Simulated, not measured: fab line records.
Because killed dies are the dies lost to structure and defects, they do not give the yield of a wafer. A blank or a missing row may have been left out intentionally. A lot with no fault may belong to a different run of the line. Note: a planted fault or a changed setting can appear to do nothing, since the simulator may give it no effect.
Which tool was responsible? -- flow sky130 -- 33 wafers from 11 lots sampled at 2 of the route's 708 steps

== WHAT EACH GAUGE READ, for each wafer ==
SKY_SONOS_TUNNEL_CD_MEAS_07 targets a cd of 410 nm.
lot,measured,on,cd nm (nm)
L674,day 12 07:03,cd sem-01,410.7 409.4 409.6
L675,day 13 01:22,cd sem-01,409.5 408.8 408.3
L678,day 13 11:28,cd sem-01,413.1 414.4 411.5
L679,day 14 06:25,cd sem-01,409.6 410.1 411.2
L682,day 14 12:20,cd sem-02,409.3 409.4 409.5
L683,day 15 16:26,cd sem-02,407.5 405.5 405.3
L684,day 15 16:31,cd sem-01,412.9 409.9 410.5
L685,day 15 18:44,cd sem-01,406.6 410.9 409.9
L688,day 16 22:44,cd sem-02,330.9 328.7 328.5
L690,day 18 00:19,cd sem-01,347.9 348.3 346.6
L694,day 19 14:15,cd sem-01,413.7 415.0 411.5

== TOOL THAT RAN EACH LOT (tool first, then ch and the chambers of the sampled wafers, then the start) ==
lot,SKY_SONOS_TUNNEL_EXPOSE_04
L674,"iline stepper-02 ch 0, day 11 19:17"
L675,"iline stepper-01 ch 0, day 12 13:35"
L678,"iline stepper-01 ch 0, day 12 22:31"
L679,"iline stepper-01 ch 0, day 13 17:23"
L682,"iline stepper-02 ch 0, day 13 22:50"
L683,"iline stepper-01 ch 0, day 15 02:34"
L684,"iline stepper-01 ch 0, day 15 02:55"
L685,"iline stepper-02 ch 0, day 15 04:33"
L688,"iline stepper-01 ch 0, day 16 08:29"
L690,"iline stepper-01 ch 0, day 17 09:58"
L694,"iline stepper-02 ch 0, day 18 22:48"
- SKY_SONOS_TUNNEL_EXPOSE_04: exposes mask TUNM, target cd 410 nm.

== AS READ BY THE TOOLS THEMSELVES (means over the sampled wafers that have a number; for cases with no such wafer, the mark the record gives instead) ==
SKY_SONOS_TUNNEL_EXPOSE_04.
lot,tool,exposure dose mJ cm2
L674,iline stepper-02,136.00
L675,iline stepper-01,136.03
L678,iline stepper-01,136.14
L679,iline stepper-01,136.16
L682,iline stepper-02,135.99
L683,iline stepper-01,136.00
L684,iline stepper-01,136.06
L685,iline stepper-02,136.04
L688,iline stepper-01,102.97
L690,iline stepper-01,109.57
L694,iline stepper-02,136.07

== THE ANSWER, worked out from the rows above alone ==
Rule: what is usual is taken from the lots themselves. Put in order of their means at a reading, lots are off if they are a third of the lots or fewer, leave a main group of 4 or more, and stand apart from it by a gap of 3 or more times the standard deviation of the main group's means; of several such gaps the widest counts. A main group is skipped when, at the precision printed for the reading in the tables above, its means are all equal. Also off: a lot with no number at a reading for which 4 or more lots have one. Any other lot the step has rows for is counted as sound. The gauges are gone through in route order, then the tools' own readings, and for those a lot's mean is taken as printed above. The first step at which some lot is off is used, and at that step the reading that is off furthest; a lot without a number counts as furthest.
Off: L688, L690, at SKY_SONOS_TUNNEL_CD_MEAS_07 (cd nm). The main group: mean 410.1 nm, standard deviation 2.1.
If a tool, at a process step before that reading, ran all the lots that are off and no sound lot after the first of them, it fits. The gauges at SKY_SONOS_TUNNEL_CD_MEAS_07 aren't tried: what is off there is off at SKY_SONOS_TUNNEL_EXPOSE_04 too, on other tools, and a gauge's error can't cause that. One fits: SKY_SONOS_TUNNEL_EXPOSE_04 on iline stepper-01. Its last sound lot is L684 (day 15 02:55), its first lot that is off L688 (day 16 08:29): a fault that began between those two fits.
The tool's own readings at SKY_SONOS_TUNNEL_EXPOSE_04 bear it out: on the lots that are off they differ by more than 5 times the standard deviation of the sound lots' means. exposure dose mJ cm2 reads 106.27 there against 136.05 on the sound lots.

== WHAT THE SIMULATOR HAD PUT IN ==
Process parameter drift: iline stepper-01, from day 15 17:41 on, at SKY_SONOS_TUNNEL_EXPOSE_04. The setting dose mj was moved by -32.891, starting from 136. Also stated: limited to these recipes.
Shown lots that were struck: L688, L690. The same result came from the rule above.
